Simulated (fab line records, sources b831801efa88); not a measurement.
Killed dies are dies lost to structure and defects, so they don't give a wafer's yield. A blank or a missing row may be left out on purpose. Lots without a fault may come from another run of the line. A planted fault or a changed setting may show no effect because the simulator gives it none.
Which tool did it? | flow gf180mcu | 6 lots, 18 wafers sampled, at 3 steps of a route of 602

WHAT THE GAUGES READ, wafer by wafer
GF_V5_THK_MEAS_01.
lot  | measured     | on            | V5_CVD_00_THK (nm)
L508 | day 26 18:43 | film_metro-02 | 286 286 282
L511 | day 27 17:07 | film_metro-02 | 284 287 282
L513 | day 28 10:47 | film_metro-01 | 286 282 287
L517 | day 29 14:47 | film_metro-02 | 289 289 289
L523 | day 31 09:24 | film_metro-02 | 286 287 290
L526 | day 32 03:31 | film_metro-02 | 287 287 287

WHICH TOOL RAN EACH LOT (tool, then ch and the chambers of the sampled wafers, then the start)
lot  | GF_M1_SPUTTER_03             | GF_MIM_STRIP_20
L508 | pvd_sputter-02, day 16 17:34 | plasma_asher-03 ch 0,1, day 25 20:55
L511 | pvd_sputter-03, day 17 19:15 | plasma_asher-04 ch 0,1, day 26 20:23
L513 | pvd_sputter-02, day 18 14:45 | plasma_asher-02 ch 0,1, day 27 13:46
L517 | pvd_sputter-03, day 20 02:41 | plasma_asher-02 ch 1, day 28 18:22
L523 | pvd_sputter-02, day 22 07:25 | plasma_asher-02 ch 0,1, day 30 13:52
L526 | pvd_sputter-02, day 23 07:46 | plasma_asher-02 ch 0,1, day 31 09:10
- GF_M1_SPUTTER_03: material Ti, target thk 10 nm, time 6.7 s.
- GF_MIM_STRIP_20: strips in O2/N2.

THE ANSWER, worked out from the rows above alone
Rule: what is usual is taken from the lots themselves. Put in order of their means at a reading, lots are off if they are a third of the lots or fewer, leave a main group of 4 or more, and stand apart from it by a gap of 3 or more times the standard deviation of the main group's means; of several such gaps the widest counts. A main group whose means are all the same, to the digits that the tables above print for the reading, isn't used. A lot without any number at a reading at which 4 lots or more have one is off too. The other lots that the step has rows for count as sound.
No lot is off at any reading shown: from this, nothing can be told.

WHAT THE SIMULATOR HAD PUT IN
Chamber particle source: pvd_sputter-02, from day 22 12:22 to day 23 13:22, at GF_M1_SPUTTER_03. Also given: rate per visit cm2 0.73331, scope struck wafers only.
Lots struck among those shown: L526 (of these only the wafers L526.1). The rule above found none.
